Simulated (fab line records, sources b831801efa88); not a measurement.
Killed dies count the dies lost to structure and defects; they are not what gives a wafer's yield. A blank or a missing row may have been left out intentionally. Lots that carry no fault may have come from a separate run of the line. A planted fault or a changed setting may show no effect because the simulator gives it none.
Matching of chambers :: flow sfq_line :: rie_diel-02 running SFQ_TRILAYER_I5_ETCH_VIA_ETCH_147: 4 sister chambers
The step etches the open film in CHF3, stops on Nb, target depth 360 nm. 4 wafers are shown with their chamber, then 7 later ones without.

== WAFERS PAIRED WITH THEIR CHAMBERS ==
wafer: L621.1
chamber: 3
drypump_motor_current_A (A): 5.2

wafer: L621.6
chamber: 0
drypump_motor_current_A (A): 5.6

wafer: L622.1
chamber: 2
drypump_motor_current_A (A): 6.3

wafer: L622.2
chamber: 1
drypump_motor_current_A (A): 5.5

== WAFERS WITHOUT THEIR CHAMBER ==
wafer: L622.5
drypump_motor_current_A (A): 6.3

wafer: L626.1
drypump_motor_current_A (A): 5.7

wafer: L626.2
drypump_motor_current_A (A): 5.2

wafer: L626.4
drypump_motor_current_A (A): 5.5

wafer: L627.1
drypump_motor_current_A (A): 6.3

wafer: L627.5
drypump_motor_current_A (A): 6.3

wafer: L627.6
drypump_motor_current_A (A): 5.5

== CHAMBER TAKEN BY EACH ==
wafer: L622.5
from the rows above: 2
in truth: 2

wafer: L626.1
from the rows above: 0
in truth: 0

wafer: L626.2
from the rows above: 3
in truth: 3

wafer: L626.4
from the rows above: 1
in truth: 1

wafer: L627.1
from the rows above: 2
in truth: 2

wafer: L627.5
from the rows above: 2
in truth: 2

wafer: L627.6
from the rows above: 1
in truth: 1
Placed correctly: 7 of 7. From these rows, 0 cannot be placed. Placed wrongly: 0.
How it was worked out, from the rows above alone: a wafer's distance from a chamber is the root of the sum, over the readings, of the square of ((its reading less the chamber's mean) divided by the reading's scatter). If the next closest chamber is less than 2 further off than the closest, the wafer can't be placed; otherwise it belongs to the closest. A chamber's mean is the mean of its shown wafers. The scatter (one wafer shown for each chamber): square how far every hidden wafer sits from the nearest shown wafer, average those squares and take the square root.
